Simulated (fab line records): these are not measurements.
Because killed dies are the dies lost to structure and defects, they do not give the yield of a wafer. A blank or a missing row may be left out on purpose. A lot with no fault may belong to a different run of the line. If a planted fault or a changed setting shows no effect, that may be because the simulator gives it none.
The tool behind it: which one? | flow gf180mcu | 14 lots with 42 wafers sampled at 4 steps, on a route of 602 steps

== WHAT THE GAUGES READ, wafer by wafer ==
GF_SALICIDE_THK_MEAS_05: measures by xrf.
lot  | measured     | on           | SALICIDE_TIN_THK (nm)
L505 | day 15 07:56 | filmMetro-03 | 19.4 19.6 19.8
L509 | day 16 14:01 | filmMetro-02 | 19.4 20.0 19.5
L510 | day 16 22:49 | filmMetro-02 | 19.7 19.5 19.8
L511 | day 17 15:17 | filmMetro-02 | 19.9 19.9 19.8
L518 | day 20 02:31 | filmMetro-02 | 19.4 20.1 19.5
L519 | day 20 12:42 | filmMetro-03 | 20.0 20.0 19.8
L520 | day 20 18:31 | filmMetro-02 | 20.2 20.0 19.9
L521 | day 20 22:15 | filmMetro-03 | 19.7 20.0 19.6
L522 | day 21 11:36 | filmMetro-01 | 20.4 20.3 20.5
L523 | day 21 13:44 | filmMetro-01 | 20.3 20.3 20.1
L524 | day 22 01:33 | filmMetro-03 | 20.6 20.6 20.3
L526 | day 22 16:50 | filmMetro-03 | 20.0 19.8 19.9
L527 | day 23 03:06 | filmMetro-02 | 20.3 19.8 19.7
L528 | day 23 10:47 | filmMetro-02 | 20.2 20.6 20.0

GF_CONTACT_BOW_MEAS_05.
lot  | measured     | on           | CONTACT_BOW (um)
L505 | day 15 08:49 | filmMetro-01 | 55 51 70
L509 | day 16 14:54 | filmMetro-03 | 63 51 49
L510 | day 16 23:42 | filmMetro-01 | 72 69 70
L511 | day 17 16:11 | filmMetro-01 | 59 54 57
L518 | day 20 03:25 | filmMetro-03 | 75 72 80
L519 | day 20 13:41 | filmMetro-04 | 63 61 58
L520 | day 20 19:26 | filmMetro-03 | 71 61 72
L521 | day 20 23:10 | filmMetro-03 | 61 75 71
L522 | day 21 12:31 | filmMetro-01 | 54 70 66
L523 | day 21 14:40 | filmMetro-04 | 60 53 71
L524 | day 22 02:31 | filmMetro-01 | 64 69 72
L526 | day 22 17:49 | filmMetro-04 | 71 60 61
L527 | day 23 04:01 | filmMetro-01 | 64 73 59
L528 | day 23 11:41 | filmMetro-04 | 72 77 68

== WHAT TOOL EACH LOT RAN ON (gives the tool, then ch and the chambers of the sampled wafers, and finally the start) ==
lot  | GF_SALICIDE_RTA_06              | GF_SALICIDE_RTA_08
L505 | rtpAnneal-02 ch 0, day 15 08:00 | rtpAnneal-01 ch 0, day 15 08:11
L509 | rtpAnneal-02 ch 0, day 16 14:04 | rtpAnneal-01 ch 0, day 16 14:16
L510 | rtpAnneal-01 ch 0, day 16 22:52 | rtpAnneal-02 ch 0, day 16 23:04
L511 | rtpAnneal-02 ch 0, day 17 15:21 | rtpAnneal-01 ch 0, day 17 15:33
L518 | rtpAnneal-01 ch 0, day 20 02:35 | rtpAnneal-02 ch 0, day 20 02:47
L519 | rtpAnneal-01 ch 0, day 20 12:46 | rtpAnneal-02 ch 0, day 20 12:57
L520 | rtpAnneal-01 ch 0, day 20 18:36 | rtpAnneal-02 ch 0, day 20 18:47
L521 | rtpAnneal-02 ch 0, day 20 22:19 | rtpAnneal-01 ch 0, day 20 22:30
L522 | rtpAnneal-01 ch 0, day 21 11:40 | rtpAnneal-02 ch 0, day 21 11:53
L523 | rtpAnneal-02 ch 0, day 21 13:49 | rtpAnneal-01 ch 0, day 21 14:02
L524 | rtpAnneal-02 ch 0, day 22 01:37 | rtpAnneal-01 ch 0, day 22 01:53
L526 | rtpAnneal-01 ch 0, day 22 16:53 | rtpAnneal-02 ch 0, day 22 17:10
L527 | rtpAnneal-02 ch 0, day 23 03:11 | rtpAnneal-01 ch 0, day 23 03:22
L528 | rtpAnneal-01 ch 0, day 23 10:52 | rtpAnneal-02 ch 0, day 23 11:03
- GF_SALICIDE_RTA_06: time 30 s.
- GF_SALICIDE_RTA_08: time 30 s.

== WHAT THE TOOLS THEMSELVES READ (means of the sampled wafers that have a number; where no wafer has one, the mark that the record gives instead) ==
GF_SALICIDE_RTA_06.
lot  | tool         | lampPowerPct (%) | wafer_temp_C_max
L505 | rtpAnneal-02 | 5.58             | 532.9
L509 | rtpAnneal-02 | 4.66             | 531.9
L510 | rtpAnneal-01 | 5.18             | 532.2
L511 | rtpAnneal-02 | 4.66             | 532.6
L518 | rtpAnneal-01 | 5.18             | 532.1
L519 | rtpAnneal-01 | 5.18             | 532.7
L520 | rtpAnneal-01 | 5.18             | 532.6
L521 | rtpAnneal-02 | 5.58             | 532.3
L522 | rtpAnneal-01 | 5.18             | 531.9
L523 | rtpAnneal-02 | 5.58             | 532.6
L524 | rtpAnneal-02 | 5.58             | 532.4
L526 | rtpAnneal-01 | 5.18             | 532.1
L527 | rtpAnneal-02 | 5.57             | 532.5
L528 | rtpAnneal-01 | 5.17             | 532.8

GF_SALICIDE_RTA_08.
lot  | tool         | lampPowerPct (%) | wafer_temp_C_max
L505 | rtpAnneal-01 | 14.4             | 803.6
L509 | rtpAnneal-01 | 14.4             | 803.5
L510 | rtpAnneal-02 | 15.5             | 803.7
L511 | rtpAnneal-01 | 14.4             | 803.9
L518 | rtpAnneal-02 | 15.5             | 803.3
L519 | rtpAnneal-02 | 15.5             | 803.6
L520 | rtpAnneal-02 | 15.5             | 804.9
L521 | rtpAnneal-01 | 14.4             | 804.0
L522 | rtpAnneal-02 | 15.5             | 803.6
L523 | rtpAnneal-01 | 14.4             | 803.2
L524 | rtpAnneal-01 | 14.4             | 803.5
L526 | rtpAnneal-02 | 15.5             | 804.2
L527 | rtpAnneal-01 | 14.4             | 803.3
L528 | rtpAnneal-02 | 15.5             | 803.4

== THE ANSWER, worked out from the rows above alone ==
Rule: the usual values come from the lots themselves. Put in order of their means at a reading, lots are off if they are a third of the lots or fewer, leave a main group of 4 or more, and stand apart from it by a gap of 3 or more times the standard deviation of the main group's means; of several such gaps the widest counts. The tables above print the reading to a certain number of digits; a main group whose means all agree to those digits is not used. A lot without any number at a reading at which 4 lots or more have one is off too. Where the step has rows for the other lots, those lots are counted as sound. Order of review: gauges by route order, followed by the tools' own readings, for which a lot's mean as printed above is used. The first step at which some lot is off is used, and at that step the reading that is off furthest; a lot without a number counts as furthest.
No lot is off at any reading shown: from this, nothing can be told.

== WHAT THE SIMULATOR HAD PUT IN ==
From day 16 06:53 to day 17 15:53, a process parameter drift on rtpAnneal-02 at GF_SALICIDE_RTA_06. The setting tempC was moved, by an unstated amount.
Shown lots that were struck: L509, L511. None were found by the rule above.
